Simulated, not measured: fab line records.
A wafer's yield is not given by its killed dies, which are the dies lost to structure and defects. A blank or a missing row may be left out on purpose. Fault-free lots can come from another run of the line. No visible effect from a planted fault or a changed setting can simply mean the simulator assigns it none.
fab line records ; flow sky130
[record] lots = 11; wafers = 33; last-day = 50
route steps=708 shown FIELD_ISO@1 GATE_OXIDE@188 SD_N@350 CONTACT@423
lots with no fault: from the same line, run without faults
start-h: start of the lot's first displayed wafer, in hours after the record's first day ; wait-h: how many hours have passed since the lot's step before this one ; " the same as in the row above ; L1.1+2: several wafers, shown together as one row ; - no value, or no start given ; * or withheld: withheld ; < > ~ a bound
route shown NAME@n: NAME is a module with steps in the file, n the number in the route of the first one ; usual: the fault-free wafers' mean and standard deviation ; same: alike in all rows ; chamber/n: place in a boat ; sites: readings site by site ; _std_site: the standard deviation of these ; _edge_site: inner sites' mean taken away from outer sites' mean ; radius-mm: how far each site lies from the wafer's centre ; mask NAME#n: copy n ; behind: the most recent tool/chamber to have shaped the wafer ; hold: why the lot was held/for how many hours/how that ended ; device: which transistor (n, p or np) failed to switch ; end of line: tests run on the same wafers once the route is complete ; a step without rows: its recipe alone ; killed: dies that structure and defects cost at the first sort, which is not the same as the wafer's yield ; map: a wafer's dies, x killed, . not, _ none there
set.NAME: the setting the step ran with; set.NAME@STEP: the setting that earlier step ran with ; model.NAME: the simulator's own value behind a step, which no gauge read
a sample of lots followed through the steps of the route, with each step as a table and each wafer as a row
services: the hour from which a tool's chamber was out of use, counted from the record's first day as start-h (under 0 if before that day), plus the number of hours and why
[[steps]]
[step SKY_FIELD_ISO_BOW_MEAS_00]
[recipe] mode = bow
[usual] INCOMING_BOW = 0/6.1
lot.wafer;tool;chamber;start-h;wait-h;INCOMING_BOW[um]
L928.1;film-metro-02;-;15.00;-;5
L928.4;film-metro-02;-;15.00;-;0
L928.5;film-metro-02;-;15.00;-;-3
L929.4;film-metro-03;-;20.06;-;-9
L929.5;film-metro-03;-;20.06;-;-3
L929.6;film-metro-03;-;20.06;-;-8
L930.1;film-metro-01;-;25.00;-;-4
L930.4;film-metro-01;-;25.00;-;1
L930.5;film-metro-01;-;25.00;-;7
L932.1;film-metro-02;-;35.00;-;8
L932.3;film-metro-02;-;35.00;-;5
L932.4;film-metro-02;-;35.00;-;0
L936.1;film-metro-01;-;55.00;-;-8
L936.2;film-metro-01;-;55.00;-;8
L936.4;film-metro-01;-;55.00;-;3
L937.2;film-metro-02;-;60.02;-;4
L937.3;film-metro-02;-;60.02;-;1
L937.4;film-metro-02;-;60.02;-;-10
L938.2;film-metro-01;-;65.02;-;-1
L938.3;film-metro-01;-;65.02;-;-3
L938.5;film-metro-01;-;65.02;-;0
L940.1;film-metro-03;-;75.00;-;-15
L940.4;film-metro-03;-;75.00;-;12
L940.5;film-metro-03;-;75.00;-;-5
L941.2;film-metro-03;-;80.02;-;-6
L941.4;film-metro-03;-;80.02;-;3
L941.6;film-metro-03;-;80.02;-;2
L949.2;film-metro-01;-;120.02;-;5
L949.3;film-metro-01;-;120.02;-;-1
L949.4;film-metro-01;-;120.02;-;4
L950.2;film-metro-01;-;125.02;-;-4
L950.4;film-metro-01;-;125.02;-;-1
L950.6;film-metro-01;-;125.02;-;-9
[step SKY_GATE_OXIDE_OXIDATION_01]
[recipe] temp-c = 900; ambient = O2; stabilise-s = 600; purge-s = 300; target-thk-a = 102.68; ox-time-s = 1473
[usual] spike-tc-bottom-C = 915.8/1.9; spike-tc-centre-C = 899.9/0.98; spike-tc-lower-C = 900.8/1.1; spike-tc-top-C = 910.7/1.4; spike-tc-upper-C = 898.6/1.2; tube-center-temp-C = 900/0.085; tube_center_temp_C_max = 902.3/0.37; zone-power-centre-pct = 17.9/1.7; zone-power-lower-pct = 18.4/1.5
lot.wafer;tool;chamber;start-h;wait-h;spike-tc-bottom-C;spike-tc-centre-C;spike-tc-lower-C;spike-tc-top-C;spike-tc-upper-C;tube-center-temp-C;tube_center_temp_C_max;zone-power-centre-pct;zone-power-lower-pct
L928.1;furnace-02;0;292.89;0.0;913.5;900.7;901.2;913.1;899.9;899.97;902.4;20.3;20.1
L928.4;furnace-02;0;292.89;0.0;913.3;898.2;899.5;912.1;896.3;900.02;902.0;20.3;20.2
L928.5;furnace-02;0;292.89;0.0;913.2;901.1;901.1;913.4;899.3;900.06;902.4;20.2;20.3
L929.4;furnace-02;0;298.47;0.0;913.7;897.9;898.1;912.3;899.8;900.01;902.9;20.1;20.4
L929.5;furnace-02;0;298.47;0.0;915.5;899.5;899.8;912.4;897.1;900.05;902.5;20.4;20.2
L929.6;furnace-02;0;298.47;0.0;914.9;897.8;898.8;911.2;896.8;900.01;902.2;20.2;20.4
L930.1;furnace-01;0;311.63;0.4;917.0;900.1;901.1;908.6;900.5;900.07;901.9;16.6;17.6
L930.4;furnace-01;0;311.63;0.4;919.4;901.1;899.8;910.5;900.8;899.95;902.2;16.6;17.1
L930.5;furnace-01;0;311.63;0.4;916.6;899.5;901.3;909.7;896.4;900.25;902.9;16.9;17.5
L932.1;furnace-01;0;324.75;0.0;915.5;902.0;900.6;911.0;898.6;899.95;901.9;16.4;17.2
L932.3;furnace-01;0;324.75;0.0;917.6;899.7;900.4;908.5;898.7;900.01;902.4;16.7;16.9
L932.4;furnace-01;0;324.75;0.0;915.5;899.5;899.8;909.7;897.8;900.04;902.3;16.4;17.1
L936.1;furnace-02;0;353.64;0.8;913.8;900.8;900.2;913.0;898.6;900.09;902.0;20.4;20.4
L936.2;furnace-02;0;353.64;0.8;914.3;899.0;900.1;911.7;897.8;900.05;902.1;20.0;20.3
L936.4;furnace-02;0;353.64;0.8;913.7;898.5;900.3;909.5;896.9;900.06;903.3;19.7;20.8
L937.2;furnace-01;0;369.28;0.8;916.8;900.8;901.1;909.4;897.6;900.05;902.8;16.7;17.4
L937.3;furnace-01;0;369.28;0.8;918.0;900.4;902.8;910.2;899.1;899.96;902.2;16.9;17.2
L937.4;furnace-01;0;369.28;0.8;916.9;902.0;900.9;910.6;898.5;900.05;902.2;16.8;17.3
L938.2;furnace-01;0;372.23;0.0;906.8;890.9;890.6;901.4;888.9;890.1;892.0;15.9;17.1
L938.3;furnace-01;0;372.23;0.0;907.1;891.6;890.9;900.4;889.1;890;892.4;16.2;17.0
L938.5;furnace-01;0;372.23;0.0;908.2;888.8;890.2;897.8;888.3;890.08;892.3;16.3;16.8
L940.1;furnace-01;0;394.33;0.5;905.4;889.3;888.9;901.5;889.4;890.22;892.5;16.2;16.9
L940.4;furnace-01;0;394.33;0.5;907.3;890.8;889.8;899.7;890.9;890.24;892.5;16.2;17.0
L940.5;furnace-01;0;394.33;0.5;906.3;890.2;890.5;899.6;888.5;889.84;892.5;16.3;16.8
L941.2;furnace-02;0;399.22;1.8;912.1;899.4;902.0;911.4;899.6;900.2;902.6;20.0;20.4
L941.4;furnace-02;0;399.22;1.8;914.0;898.5;897.3;913.2;898.1;899.85;901.9;20.4;20.3
L941.6;furnace-02;0;399.22;1.8;914.3;899.7;901.4;913.2;898.6;900.02;902.6;20.1;20.1
L949.2;furnace-01;0;466.37;0.7;919.2;900.0;900.3;909.6;899.4;900.03;902.3;16.8;17.1
L949.3;furnace-01;0;466.37;0.7;917.5;898.8;901.6;910.5;898.5;899.93;902.2;16.6;17.2
L949.4;furnace-01;0;466.37;0.7;917.3;899.5;901.6;909.4;898.6;900.02;902.4;16.6;17.4
L950.2;furnace-02;0;472.68;1.1;913.9;898.1;902.1;911.7;898.4;900.18;902.5;19.8;20.4
L950.4;furnace-02;0;472.68;1.1;914.0;898.2;900.5;909.8;897.2;899.78;901.9;20.1;20.6
L950.6;furnace-02;0;472.68;1.1;913.8;899.4;900.8;910.0;898.9;900.08;902.1;20.0;20.4
[step SKY_GATE_OXIDE_THK_MEAS_02]
[recipe] reads = SiO2_of_GATE_OXIDE_OXIDATION_01
[usual] GATE_OXIDE_OXIDATION_00_THK = 10.32/0.2
lot.wafer;tool;chamber;start-h;wait-h;GATE_OXIDE_OXIDATION_00_THK[nm]
L928.1;film-metro-03;-;294.30;0.0;10.09
L928.4;film-metro-03;-;294.30;0.0;9.88
L928.5;film-metro-03;-;294.30;0.0;9.94
L929.4;film-metro-02;-;299.91;0.0;9.95
L929.5;film-metro-02;-;299.91;0.0;10.08
L929.6;film-metro-02;-;299.91;0.0;9.99
L930.1;film-metro-03;-;313.04;0.0;10.55
L930.4;film-metro-03;-;313.04;0.0;10.52
L930.5;film-metro-03;-;313.04;0.0;10.52
L932.1;film-metro-02;-;326.16;0.0;10.21
L932.3;film-metro-02;-;326.16;0.0;10.21
L932.4;film-metro-02;-;326.16;0.0;10.34
L936.1;film-metro-04;-;355.05;0.0;10.19
L936.2;film-metro-04;-;355.05;0.0;10.13
L936.4;film-metro-04;-;355.05;0.0;10.19
L937.2;film-metro-02;-;370.69;0.0;10.61
L937.3;film-metro-02;-;370.69;0.0;10.39
L937.4;film-metro-02;-;370.69;0.0;10.56
L938.2;film-metro-03;-;373.65;0.0;9.06
L938.3;film-metro-03;-;373.65;0.0;8.97
L938.5;film-metro-03;-;373.65;0.0;9.11
L940.1;film-metro-03;-;395.74;0.0;9.42
L940.4;film-metro-03;-;395.74;0.0;9.27
L940.5;film-metro-03;-;395.74;0.0;9.44
L941.2;film-metro-02;-;400.64;0.0;10.27
L941.4;film-metro-02;-;400.64;0.0;10.64
L941.6;film-metro-02;-;400.64;0.0;10.25
L949.2;film-metro-03;-;467.79;0.0;10.24
L949.3;film-metro-03;-;467.79;0.0;10.46
L949.4;film-metro-03;-;467.79;0.0;10.29
L950.2;film-metro-03;-;474.10;0.0;10.57
L950.4;film-metro-03;-;474.10;0.0;10.38
L950.6;film-metro-03;-;474.10;0.0;10.28
[step SKY_SD_N_OVL_MEAS_08]
[usual] SD_N_OVL = -1.0/1.5
lot.wafer;tool;chamber;start-h;wait-h;SD_N_OVL[nm]
L928.1;overlay-02;-;657.37;0.1;-2.4
L928.4;overlay-02;-;657.37;0.1;-1.7
L928.5;overlay-02;-;657.37;0.1;-2.5
L929.4;overlay-02;-;663.24;0.1;-0.2
L929.5;overlay-02;-;663.24;0.1;-0.3
L929.6;overlay-02;-;663.24;0.1;-0.8
L930.1;overlay-01;-;678.44;0.1;-0.7
L930.4;overlay-01;-;678.44;0.1;-2.1
L930.5;overlay-01;-;678.44;0.1;0.1
L932.1;overlay-01;-;692.04;0.1;-0.7
L932.3;overlay-01;-;692.04;0.1;-2.3
L932.4;overlay-01;-;692.04;0.1;-0.4
L936.1;overlay-01;-;719.69;0.1;0.3
L936.2;overlay-01;-;719.69;0.1;0.1
L936.4;overlay-01;-;719.69;0.1;0.6
L937.2;overlay-02;-;738.95;0.1;-3.6
L937.3;overlay-02;-;738.95;0.1;-0.4
L937.4;overlay-02;-;738.95;0.1;-1.9
L938.2;overlay-02;-;740.77;0.1;-1.2
L938.3;overlay-02;-;740.77;0.1;-1.7
L938.5;overlay-02;-;740.77;0.1;0.8
L940.1;overlay-02;-;759.32;0.1;1.7
L940.4;overlay-02;-;759.32;0.1;-2.1
L940.5;overlay-02;-;759.32;0.1;0.2
L941.2;overlay-02;-;765.07;0.1;1.4
L941.4;overlay-02;-;765.07;0.1;1.0
L941.6;overlay-02;-;765.07;0.1;-0.3
L949.2;overlay-02;-;819.32;0.1;-1.7
L949.3;overlay-02;-;819.32;0.1;-0.9
L949.4;overlay-02;-;819.32;0.1;-0.3
L950.2;overlay-02;-;828.60;0.1;-0.3
L950.4;overlay-02;-;828.60;0.1;-3.0
L950.6;overlay-02;-;828.60;0.1;-2.8
[step SKY_CONTACT_ETCH_17]
[recipe] target = SiO2; chemistry = C4F8/O2/Ar; stop-on = Si3N4; mask-material = KrF-thick; source-w = 1500; bias-w = 1200; pressure-mtorr = 40; c4f8-flow-sccm = withheld; O2_flow_sccm = 6; Ar_flow_sccm = 300; time-s = withheld; target-depth-a = 3400
[usual] oes-product-au = 0.892/0.0051
lot.wafer;tool;chamber;start-h;wait-h;oes-product-au
L928.1;rie-diel-04;1;746.47;0.0;0.892
L928.4;rie-diel-04;0;746.47;0.0;0.893
L928.5;rie-diel-04;1;746.47;0.0;0.896
L929.4;rie-diel-01;0;750.82;0.0;0.889
L929.5;rie-diel-01;1;750.82;0.0;0.891
L929.6;rie-diel-01;2;750.82;0.0;0.897
L930.1;rie-diel-02;0;766.02;0.0;0.887
L930.4;rie-diel-02;0;766.02;0.0;0.886
L930.5;rie-diel-02;3;766.02;0.0;0.892
L932.1;rie-diel-02;1;778.79;0.0;0.891
L932.3;rie-diel-02;2;778.79;0.0;0.883
L932.4;rie-diel-02;1;778.79;0.0;0.896
L936.1;rie-diel-01;3;804.87;0.0;0.891
L936.2;rie-diel-01;0;804.87;0.0;0.890
L936.4;rie-diel-01;1;804.87;0.0;0.890
L937.2;rie-diel-01;1;823.05;0.0;0.899
L937.3;rie-diel-01;0;823.05;0.0;0.889
L937.4;rie-diel-01;0;823.05;0.0;0.896
L938.2;rie-diel-02;1;825.20;0.0;0.886
L938.3;rie-diel-02;2;825.20;0.0;0.896
L938.5;rie-diel-02;2;825.20;0.0;0.885
L940.1;rie-diel-04;1;845.00;0.0;0.887
L940.4;rie-diel-04;0;845.00;0.0;0.886
L940.5;rie-diel-04;0;845.00;0.0;0.897
L941.2;rie-diel-02;2;849.12;0.0;0.895
L941.4;rie-diel-02;1;849.12;0.0;0.885
L941.6;rie-diel-02;3;849.12;0.0;0.894
L949.2;rie-diel-01;2;903.00;0.0;0.892
L949.3;rie-diel-01;1;903.00;0.0;0.897
L949.4;rie-diel-01;0;903.00;0.0;0.890
L950.2;rie-diel-04;3;912.05;0.0;0.896
L950.4;rie-diel-04;0;912.05;0.0;0.894
L950.6;rie-diel-04;3;912.05;0.0;0.894
[[services]]
tool;chamber;start-h;hours;kind
furnace-01;-;329.06;11.4;pm
rie-diel-01;1;349.25;2.9;repair
rie-diel-02;3;363.21;6.3;repair
rie-diel-02;0;367.30;4.7;repair
rie-diel-01;0;397.34;2.4;repair
furnace-02;-;400.63;3.4;pm
rie-diel-02;0;409.98;4.1;repair
furnace-01;-;415.41;2.9;pm
rie-diel-01;-;419.25;0.8;repair
rie-diel-01;0;465.11;2.0;repair
rie-diel-02;2;465.58;2.0;repair
furnace-01;-;514.58;5.8;pm
furnace-02;-;526.32;4.3;pm
rie-diel-01;3;526.63;15.1;repair
furnace-01;-;547.23;4.7;pm
furnace-02;-;568.53;17.2;pm
furnace-02;-;585.69;3.5;pm
furnace-01;-;715.23;3.0;pm
furnace-02;-;736.10;2.6;pm
furnace-01;-;797.76;3.9;pm
furnace-02;-;809.04;3.4;pm
furnace-01;-;883.23;3.0;pm
furnace-02;-;889.71;5.5;pm
furnace-02;-;904.10;3.4;pm
[[key]]
[first-sign] step = SKY_GATE_OXIDE_OXIDATION_01; reading = tube-center-temp-C; direction = down; sigmas = 99+; usual = *; struck = *
[effect] step = SKY_GATE_OXIDE_OXIDATION_01; reading = tube_center_temp_C_max; direction = down; sigmas = 27; usual = *; struck = *
[effect] step = SKY_GATE_OXIDE_THK_MEAS_02; reading = GATE_OXIDE_OXIDATION_00_THK; direction = down; sigmas = 5.6; usual = 10.32; struck = 9.21
met-at SKY_GATE_OXIDE_OXIDATION_01
struck-lots L938,L940
tester-left-out L938,L940
not-acting-at SKY_FIELD_ISO_BOW_MEAS_00,SKY_SD_N_OVL_MEAS_08,SKY_CONTACT_ETCH_17
onset-between 369.28 372.23
[fault] kind = process-parameter-drift; tool = furnace-01; chamber = -; onset-h = 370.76; steps = SKY_GATE_OXIDE_OXIDATION_01; channel = temp-c; offset = *; shape = step; end-h = 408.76; acts-in = *; stated = *
// tester-left-out: of these lots the tester's yield and bins aren't shown, on N5 and GAA mostly nor the transistor test; their killed dies are dies lost to structure and defects alone, not to doping, threshold or leakage, so they don't give the yield
